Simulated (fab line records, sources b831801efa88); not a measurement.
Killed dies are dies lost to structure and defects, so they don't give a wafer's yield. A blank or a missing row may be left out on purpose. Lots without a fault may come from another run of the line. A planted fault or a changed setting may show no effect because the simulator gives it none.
Which tool did it? | flow sky130 | 15 lots, 45 wafers sampled, at 1 step of a route of 708

WHAT THE GAUGES READ, wafer by wafer
The record holds no reading of a measuring or inspecting step that can be judged against a usual standard deviation.

WHICH TOOL RAN EACH LOT (tool, then ch and the chambers of the sampled wafers, then the start)
lot  | SKY_FIELD_ISO_WET_ETCH_30
L104 | wet_bench-02 ch 3, day 2 10:20
L106 | wet_bench-01 ch 2, day 2 21:22
L108 | wet_bench-03 ch 1, day 3 08:45
L109 | wet_bench-03 ch 3, day 3 13:07
L110 | wet_bench-01 ch 0, day 3 18:20
L111 | wet_bench-01 ch 3, day 3 20:29
L112 | wet_bench-03 ch 2, day 4 05:52
L114 | wet_bench-02 ch 2, day 5 03:59
L115 | wet_bench-03 ch 2, day 5 04:45
L116 | wet_bench-03 ch 0, day 5 04:45
L117 | wet_bench-03 ch 0, day 5 11:05
L119 | wet_bench-02 ch 2, day 5 20:41
L122 | wet_bench-03 ch 3, day 6 12:02
L126 | wet_bench-01 ch 2, day 7 07:37
L127 | wet_bench-03 ch 0, day 7 10:18
- SKY_FIELD_ISO_WET_ETCH_30: etches SiO2 in dHF, target depth 25 nm, time 50 s.

WHAT THE TOOLS THEMSELVES READ (means of the sampled wafers that have a number; where no wafer has one, the mark that the record gives instead)
SKY_FIELD_ISO_WET_ETCH_30.
lot  | tool         | bath_heat_duty_pct (%) | run_length_s (s)
L104 | wet_bench-02 | 6.3                    | 77
L106 | wet_bench-01 | 7.4                    | 83
L108 | wet_bench-03 | 5.6                    | 84
L109 | wet_bench-03 | 7.1                    | 83
L110 | wet_bench-01 | 5.5                    | 83
L111 | wet_bench-01 | 6.0                    | 84
L112 | wet_bench-03 | 6.6                    | 76
L114 | wet_bench-02 | 6.6                    | 83
L115 | wet_bench-03 | -                      | -
L116 | wet_bench-03 | -                      | -
L117 | wet_bench-03 | -                      | -
L119 | wet_bench-02 | 6.7                    | 81
L122 | wet_bench-03 | 6.8                    | 76
L126 | wet_bench-01 | 8.2                    | 77
L127 | wet_bench-03 | 5.9                    | 83

THE ANSWER, worked out from the rows above alone
Rule: what is usual is taken from the lots themselves. Put in order of their means at a reading, lots are off if they are a third of the lots or fewer, leave a main group of 4 or more, and stand apart from it by a gap of 3 or more times the standard deviation of the main group's means; of several such gaps the widest counts. A main group whose means are all the same, to the digits that the tables above print for the reading, isn't used. A lot without any number at a reading at which 4 lots or more have one is off too. The other lots that the step has rows for count as sound. The gauges are gone through in route order, then the tools' own readings, and for those a lot's mean is taken as printed above. The first step at which some lot is off is used, and at that step the reading that is off furthest; a lot without a number counts as furthest.
Off: L115, L116, L117, at SKY_FIELD_ISO_WET_ETCH_30 (bath_heat_duty_pct). Without a number there: L115, L116, L117. The main group: mean 6.6 %, standard deviation 0.74.
A tool fits if, at that step or a process step before it, it ran every lot that is off, and no sound lot after the first of them. None of those tried fits.

WHAT THE SIMULATOR HAD PUT IN
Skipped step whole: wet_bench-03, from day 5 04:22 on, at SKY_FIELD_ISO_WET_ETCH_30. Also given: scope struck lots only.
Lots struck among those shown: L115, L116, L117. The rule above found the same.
